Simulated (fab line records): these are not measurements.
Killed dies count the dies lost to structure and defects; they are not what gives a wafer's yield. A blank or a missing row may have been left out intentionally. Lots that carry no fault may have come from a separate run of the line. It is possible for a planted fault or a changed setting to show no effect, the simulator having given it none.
Which of the tools did it? :: flow gf180mcu :: 11 lots, 33 wafers sampled, at 5 steps of a route of 602

## WHAT THE GAUGES READ, wafer by wafer
GF_HV_LDD_TW_MEAS_38. Usual: HV_LDD_3_TW typically reads 1428, with standard deviation 7.7.
lot: L993
measured: day 11 20:46
on: filmMetro-01
HV_LDD_3_TW: 1416 1424 1419
flag: 

lot: L994
measured: day 12 00:52
on: filmMetro-01
HV_LDD_3_TW: 1426 1422 1428
flag: 

lot: L995
measured: day 12 07:55
on: filmMetro-01
HV_LDD_3_TW: 1414 1422 1416
flag: 

lot: L996
measured: day 12 15:43
on: filmMetro-02
HV_LDD_3_TW: 1419 1425 1424
flag: 

lot: L997
measured: day 12 20:52
on: filmMetro-01
HV_LDD_3_TW: 1428 1425 1425
flag: 

lot: L998
measured: day 13 04:28
on: filmMetro-04
HV_LDD_3_TW: 1418 1426 1426
flag: 

lot: L100
measured: day 14 00:37
on: filmMetro-02
HV_LDD_3_TW: 1430 1431 1425
flag: 

lot: L102
measured: day 14 06:49
on: filmMetro-01
HV_LDD_3_TW: 1426 1429 1434
flag: 

lot: L104
measured: day 15 05:40
on: filmMetro-02
HV_LDD_3_TW: 1446 1445 1445
flag: 

lot: L113
measured: day 18 09:34
on: filmMetro-02
HV_LDD_3_TW: 1484 1489 1484 1490 1482 1481
flag: OFF

lot: L114
measured: day 18 18:38
on: filmMetro-01
HV_LDD_3_TW: 1463 1460 1466 1462 1458 1469
flag: OFF

GF_HV_LDD_CD_MEAS_46 targets a cd of 400 nm. Usual: 399.9 nm for cdNm, sd 1.9.
lot: L993
measured: day 12 15:49
on: cdSem-02
cdNm (nm): 403.4 400.2 400.5
flag: 

lot: L994
measured: day 12 20:19
on: cdSem-01
cdNm (nm): 402.0 402.4 401.5
flag: 

lot: L995
measured: day 13 03:30
on: cdSem-02
cdNm (nm): 403.5 402.3 404.7
flag: 

lot: L996
measured: day 13 11:58
on: cdSem-01
cdNm (nm): 401.0 400.6 401.6
flag: 

lot: L997
measured: day 13 15:46
on: cdSem-01
cdNm (nm): 399.4 400.6 399.4
flag: 

lot: L998
measured: day 14 00:24
on: cdSem-02
cdNm (nm): 400.3 397.8 397.4
flag: 

lot: L100
measured: day 14 21:28
on: cdSem-02
cdNm (nm): 401.0 399.3 400.1
flag: 

lot: L102
measured: day 15 03:31
on: cdSem-01
cdNm (nm): 399.9 399.8 403.8
flag: 

lot: L104
measured: day 16 03:08
on: cdSem-01
cdNm (nm): 398.4 399.5 399.6
flag: 

lot: L113
measured: day 19 09:24
on: cdSem-01
cdNm (nm): 399.4 401.3 399.2
flag: 

lot: L114
measured: day 19 18:57
on: cdSem-01
cdNm (nm): 398.8 396.6 398.6
flag: 

GF_HV_LDD_RS_MEAS_53: measurement is done with a four-point probe. Usual: HV_LDD_RS typically reads 417.6 ohm/sq, with standard deviation 1.2.
lot: L993
measured: day 12 16:23
on: filmMetro-02
HV_LDD_RS (ohm/sq): 417.8 419.3 417.1
flag: 

lot: L994
measured: day 12 20:57
on: filmMetro-02
HV_LDD_RS (ohm/sq): 417.5 419.3 418.2
flag: 

lot: L995
measured: day 13 04:05
on: filmMetro-04
HV_LDD_RS (ohm/sq): 418.8 418.9 418.3
flag: 

lot: L996
measured: day 13 12:32
on: filmMetro-01
HV_LDD_RS (ohm/sq): 416.4 415.8 416.0
flag: 

lot: L997
measured: day 13 16:20
on: filmMetro-01
HV_LDD_RS (ohm/sq): 416.9 417.7 417.1
flag: 

lot: L998
measured: day 14 00:59
on: filmMetro-02
HV_LDD_RS (ohm/sq): 417.8 417.5 417.4
flag: 

lot: L100
measured: day 14 22:02
on: filmMetro-01
HV_LDD_RS (ohm/sq): 417.4 417.0 415.7
flag: 

lot: L102
measured: day 15 04:08
on: filmMetro-04
HV_LDD_RS (ohm/sq): 418.0 417.7 418.2
flag: 

lot: L104
measured: day 16 03:43
on: filmMetro-02
HV_LDD_RS (ohm/sq): 417.3 418.4 417.5
flag: 

lot: L113
measured: day 19 09:59
on: filmMetro-04
HV_LDD_RS (ohm/sq): 410.9 410.3 410.1 412.3 409.4 411.4
flag: OFF

lot: L114
measured: day 19 19:32
on: filmMetro-04
HV_LDD_RS (ohm/sq): 411.6 411.5 411.9 410.9 411.9 411.5
flag: OFF

## WHAT TOOL EACH LOT RAN ON (gives the tool, then ch and the chambers of the sampled wafers, and finally the start)
lot: L993
GF_MVSD_STRIP_10: plasmaAsher-02 ch 0,1, day 4 14:57
GF_HV_LDD_IMPLANT_34: implanter-01 ch 0, day 11 20:13

lot: L994
GF_MVSD_STRIP_10: plasmaAsher-02 ch 0, day 4 20:00
GF_HV_LDD_IMPLANT_34: implanter-01 ch 0, day 12 00:19

lot: L995
GF_MVSD_STRIP_10: plasmaAsher-01 ch 0,1, day 4 22:36
GF_HV_LDD_IMPLANT_34: implanter-02 ch 0, day 12 07:22

lot: L996
GF_MVSD_STRIP_10: plasmaAsher-02 ch 0,1, day 5 03:30
GF_HV_LDD_IMPLANT_34: implanter-01 ch 0, day 12 15:11

lot: L997
GF_MVSD_STRIP_10: plasmaAsher-01 ch 0,1, day 5 08:49
GF_HV_LDD_IMPLANT_34: implanter-03 ch 0, day 12 20:19

lot: L998
GF_MVSD_STRIP_10: plasmaAsher-02 ch 0,1, day 5 15:50
GF_HV_LDD_IMPLANT_34: implanter-02 ch 0, day 13 03:57

lot: L100
GF_MVSD_STRIP_10: plasmaAsher-01 ch 0,1, day 6 04:54
GF_HV_LDD_IMPLANT_34: implanter-02 ch 0, day 14 00:04

lot: L102
GF_MVSD_STRIP_10: plasmaAsher-04 ch 0,1, day 6 12:34
GF_HV_LDD_IMPLANT_34: implanter-01 ch 0, day 14 06:16

lot: L104
GF_MVSD_STRIP_10: plasmaAsher-04 ch 0,1, day 7 02:42
GF_HV_LDD_IMPLANT_34: implanter-03 ch 0, day 15 05:07

lot: L113
GF_MVSD_STRIP_10: plasmaAsher-04 ch 0,1, day 9 08:33
GF_HV_LDD_IMPLANT_34: implanter-01 ch 0, day 18 09:01

lot: L114
GF_MVSD_STRIP_10: plasmaAsher-01 ch 0,1, day 9 12:27
GF_HV_LDD_IMPLANT_34: implanter-01 ch 0, day 18 18:08
- GF_MVSD_STRIP_10: strips in O2/N2.
- GF_HV_LDD_IMPLANT_34

## WHAT THE TOOLS THEMSELVES READ (means of the sampled wafers that have a number; where no wafer has one, the mark that the record gives instead)
GF_MVSD_STRIP_10. Usual: drypumpMotorCurrentA 5.9 A, standard deviation 0.46; heaterPowerW 303 W, standard deviation 17; n2FlowSccm 299.9 sccm, standard deviation 0.87; oesProductAu 0.723 a.u., standard deviation 0.0042; stripTimeToEndpointS 36.98 s, standard deviation 0.12.
lot: L993
tool: plasmaAsher-02
drypumpMotorCurrentA (A): 5.8
heaterPowerW (W): 309
n2FlowSccm (sccm): 300.5
oesProductAu (a.u.): 0.730
stripTimeToEndpointS (s): 37.16
flag: 

lot: L994
tool: plasmaAsher-02
drypumpMotorCurrentA (A): 6.5
heaterPowerW (W): 291
n2FlowSccm (sccm): 298.4
oesProductAu (a.u.): 0.726
stripTimeToEndpointS (s): 37.16
flag: 

lot: L995
tool: plasmaAsher-01
drypumpMotorCurrentA (A): 5.9
heaterPowerW (W): 294
n2FlowSccm (sccm): 299.5
oesProductAu (a.u.): 0.723
stripTimeToEndpointS (s): 37.18
flag: 

lot: L996
tool: plasmaAsher-02
drypumpMotorCurrentA (A): 6.1
heaterPowerW (W): 298
n2FlowSccm (sccm): 300.0
oesProductAu (a.u.): 0.724
stripTimeToEndpointS (s): 37.03
flag: 

lot: L997
tool: plasmaAsher-01
drypumpMotorCurrentA (A): 5.9
heaterPowerW (W): 295
n2FlowSccm (sccm): 299.8
oesProductAu (a.u.): 0.719
stripTimeToEndpointS (s): 36.87
flag: 

lot: L998
tool: plasmaAsher-02
drypumpMotorCurrentA (A): 5.8
heaterPowerW (W): 310
n2FlowSccm (sccm): 300.7
oesProductAu (a.u.): 0.722
stripTimeToEndpointS (s): 36.84
flag: 

lot: L100
tool: plasmaAsher-01
drypumpMotorCurrentA (A): 6.1
heaterPowerW (W): 292
n2FlowSccm (sccm): 300.0
oesProductAu (a.u.): 0.719
stripTimeToEndpointS (s): 37.09
flag: 

lot: L102
tool: plasmaAsher-04
drypumpMotorCurrentA (A): 5.4
heaterPowerW (W): 320
n2FlowSccm (sccm): 300.3
oesProductAu (a.u.): 0.724
stripTimeToEndpointS (s): 37.07
flag: 

lot: L104
tool: plasmaAsher-04
drypumpMotorCurrentA (A): 5.5
heaterPowerW (W): 325
n2FlowSccm (sccm): 300.2
oesProductAu (a.u.): 0.725
stripTimeToEndpointS (s): 36.96
flag: 

lot: L113
tool: plasmaAsher-04
drypumpMotorCurrentA (A): 5.4
heaterPowerW (W): 326
n2FlowSccm (sccm): 299.8
oesProductAu (a.u.): 0.724
stripTimeToEndpointS (s): 36.87
flag: 

lot: L114
tool: plasmaAsher-01
drypumpMotorCurrentA (A): 5.9
heaterPowerW (W): 300
n2FlowSccm (sccm): 299.9
oesProductAu (a.u.): 0.723
stripTimeToEndpointS (s): 36.93
flag: 

GF_HV_LDD_IMPLANT_34. Usual: doseIonsCm2 7.5e+12, standard deviation 8e+09; faradayCurrentUA 42.2, standard deviation 0.84; rotationDeg 90.003 degrees, standard deviation 0.028.
lot: L993
tool: implanter-01
doseIonsCm2: 7.5e+12
faradayCurrentUA: 42.7
rotationDeg (degrees): 89.962
flag: 

lot: L994
tool: implanter-01
doseIonsCm2: 7.5e+12
faradayCurrentUA: 42.2
rotationDeg (degrees): 90.008
flag: 

lot: L995
tool: implanter-02
doseIonsCm2: 7.5e+12
faradayCurrentUA: 42.3
rotationDeg (degrees): 90.005
flag: 

lot: L996
tool: implanter-01
doseIonsCm2: 7.5e+12
faradayCurrentUA: 41.6
rotationDeg (degrees): 89.983
flag: 

lot: L997
tool: implanter-03
doseIonsCm2: 7.5e+12
faradayCurrentUA: 42.6
rotationDeg (degrees): 90.000
flag: 

lot: L998
tool: implanter-02
doseIonsCm2: 7.5e+12
faradayCurrentUA: 41.8
rotationDeg (degrees): 90.011
flag: 

lot: L100
tool: implanter-02
doseIonsCm2: 7.5e+12
faradayCurrentUA: 42.1
rotationDeg (degrees): 89.984
flag: 

lot: L102
tool: implanter-01
doseIonsCm2: 7.5e+12
faradayCurrentUA: 43.3
rotationDeg (degrees): 89.989
flag: 

lot: L104
tool: implanter-03
doseIonsCm2: 7.5e+12
faradayCurrentUA: 41.9
rotationDeg (degrees): 89.987
flag: 

lot: L113
tool: implanter-01
doseIonsCm2: 1.0e+13
faradayCurrentUA: 56.8
rotationDeg (degrees): 90.011
flag: OFF

lot: L114
tool: implanter-01
doseIonsCm2: 1.0e+13
faradayCurrentUA: 57.2
rotationDeg (degrees): 90.000
flag: OFF

## THE ANSWER, worked out from the rows above alone
Rule: take the mean of a lot's wafers that have a number; if it is more than 3 standard deviations from the usual mean, the lot is off. Also off: a lot with no number at a reading for which 4 or more lots have one. The other lots that the step has rows for count as sound. Order of review: gauges by route order, followed by the tools' own readings, for which a lot's mean as printed above is used. At the first step where some lot is off, the reading lying furthest off is the one used; lots without a number count as furthest.
Off: L113, L114, seen at GF_HV_LDD_TW_MEAS_38 (HV_LDD_3_TW).
A tool fits if, at a process step before that reading, it ran every lot that is off, and no sound lot after the first of them. Not tried: the gauges at GF_HV_LDD_TW_MEAS_38; whatever is off there is also off at GF_HV_LDD_RS_MEAS_53, on other tools, and gauge error can't account for it. One candidate fits, namely implanter-01 at GF_HV_LDD_IMPLANT_34. Its last sound lot is L102 (day 14 06:16), its first lot that is off L113 (day 18 09:01): a fault that began between those two fits.
The tool's own readings at GF_HV_LDD_IMPLANT_34 bear it out: on the lots that are off they differ by more than 5 times the standard deviation of the sound lots' means. doseIonsCm2 reads 1.0e+13 there against 7.5e+12 on the sound lots; faradayCurrentUA reads 57.0 there against 42.3 on the sound lots.

## WHAT THE SIMULATOR PUT IN
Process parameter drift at GF_HV_LDD_IMPLANT_34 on implanter-01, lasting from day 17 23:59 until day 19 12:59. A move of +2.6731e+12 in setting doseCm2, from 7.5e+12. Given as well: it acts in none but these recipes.
Struck lots among those shown: L113, L114. The rule given above showed the same thing.
